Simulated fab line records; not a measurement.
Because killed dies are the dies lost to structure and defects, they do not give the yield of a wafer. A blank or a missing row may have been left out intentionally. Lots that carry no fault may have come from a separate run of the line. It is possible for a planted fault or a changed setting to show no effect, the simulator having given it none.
Split-lot experiment	flow gf180mcu	on a route of 602 steps: 5 lots, 23 wafers read

ON THE SPLIT
At GF_CONTACT_PEB_12 (peb time 90 s), the setting pebTempC was moved away from the recipe's 135 C on 10 of the 23 wafers read, by -1.1% to +2.2%. The other wafers ran this setting at the recipe's value.

BETWEEN THE SPLIT AND THE READING: the file shows 1 step in between
- GF_CONTACT_DEVELOP_13: develop time 60 s

THE READING
cdNm, in nm, at GF_CONTACT_CD_MEAS_14 (target cd 220 nm). Fault-free wafers of this fab line usually give 220.3 nm, standard deviation 1.7 nm.

wafer	tool, chamber at the split	pebTempC as run, C	against the recipe	cdNm, nm	against lot-mates on the recipe
L074.1	lithoTrack-03, 0	135	recipe	218.9	-
L074.2	lithoTrack-03, 0	135	recipe	220.1	-
L074.3	lithoTrack-03, 0	136.7	+1.3%	225.0	+6.0
L074.5	lithoTrack-03, 0	136.7	+1.3%	223.8	+4.8
L074.6	lithoTrack-03, 0	135	recipe	218.1	-
L075.2	lithoTrack-01, 0	135	recipe	217.4	-
L075.4	lithoTrack-01, 0	135	recipe	218.6	-
L075.5	lithoTrack-01, 0	135	recipe	218.3	-
L082.2	lithoTrack-01, 0	135	recipe	219.5	-
L082.3	lithoTrack-01, 0	135	recipe	218.1	-
L082.4	lithoTrack-01, 0	137.9	+2.1%	225.3	+6.5
L082.5	lithoTrack-01, 0	135	recipe	218.7	-
L082.6	lithoTrack-01, 0	137.9	+2.1%	226.5	+7.7
L083.1	lithoTrack-01, 0	135	recipe	217.3	-
L083.2	lithoTrack-01, 0	135	recipe	220.0	-
L083.3	lithoTrack-01, 0	133.5	-1.1%	214.3	-4.3
L083.4	lithoTrack-01, 0	133.5	-1.1%	215.1	-3.6
L083.5	lithoTrack-01, 0	133.5	-1.1%	213.3	-5.3
L085.1	lithoTrack-03, 0	138	+2.2%	225.9	+6.5
L085.2	lithoTrack-03, 0	135	recipe	218.9	-
L085.3	lithoTrack-03, 0	135	recipe	219.8	-
L085.5	lithoTrack-03, 0	138	+2.2%	226.6	+7.2
L085.6	lithoTrack-03, 0	138	+2.2%	225.4	+6.0

FIT RESULTS
A straight line over all 23 wafers: cdNm changes by +3.53 nm for each +1% of pebTempC; r = +0.97; the points scatter about the line by 0.96 nm.
The same after taking each lot's own level away (the mean of its wafers on the recipe; 23 wafers): +3.37 nm for each +1%; r = +0.97; scatter 0.91 nm.
That fit puts the effect of the largest move of pebTempC on the reading at 7.5 nm.
The lots' own levels span 218.10 to 219.35 nm, that is 0.7 times the standard deviation above.
The two slopes agree, so the slope changes little with the lot-to-lot level.
Check: +7.53 nm against its lot-mates is what the line predicts for one of the wafers moved furthest among these (+2.2%) when that wafer is left out of the fit. It came out at +6.55 nm against them.

THESE WAFERS: OTHER SPLITS
Before the reading, these wafers also passed through other splits. Each is held against what the fit with the lots' levels taken away leaves over:
other split on the same wafers	wafers away from the commonest value	r with cdNm (lot level and that fit taken away)
GF_PSD_IMPLANT_09 energyKev	6	+0.22
GF_SAB_CVD_00 timeS	5	-0.35
GF_SAB_DEVELOP_08 developTimeS	5	+0.30
GF_SALICIDE_SPUTTER_03 timeS	4	-0.30
GF_CONTACT_CMP_04 leaveAboveRefNm	5	+0.07

THE WHOLE CHAIN: every reading that the file lists as answering this split, in the file's order
step	what it does	reading	change (the file's fit)	r (the file's)
GF_CONTACT_CD_MEAS_14	target cd 220 nm	cdNm	+3.37 nm for each +1% of the setting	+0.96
GF_CONTACT_ETCH_16	etches BARC in N2/H2	CONTACT.cdNm (the simulator's own value, which no gauge read)	+3.47 nm for each +1% of the setting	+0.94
GF_CONTACT_ETCH_17	etches SiO2 in C4F8/O2/Ar, stops on CoSi2, target depth 860 nm	CONTACT.cdNm (the simulator's own value, which no gauge read)	+3.59 nm for each +1% of the setting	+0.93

FILE'S OWN FIT
cdNm changes by +3.37 nm for each +1% of pebTempC, r = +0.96.
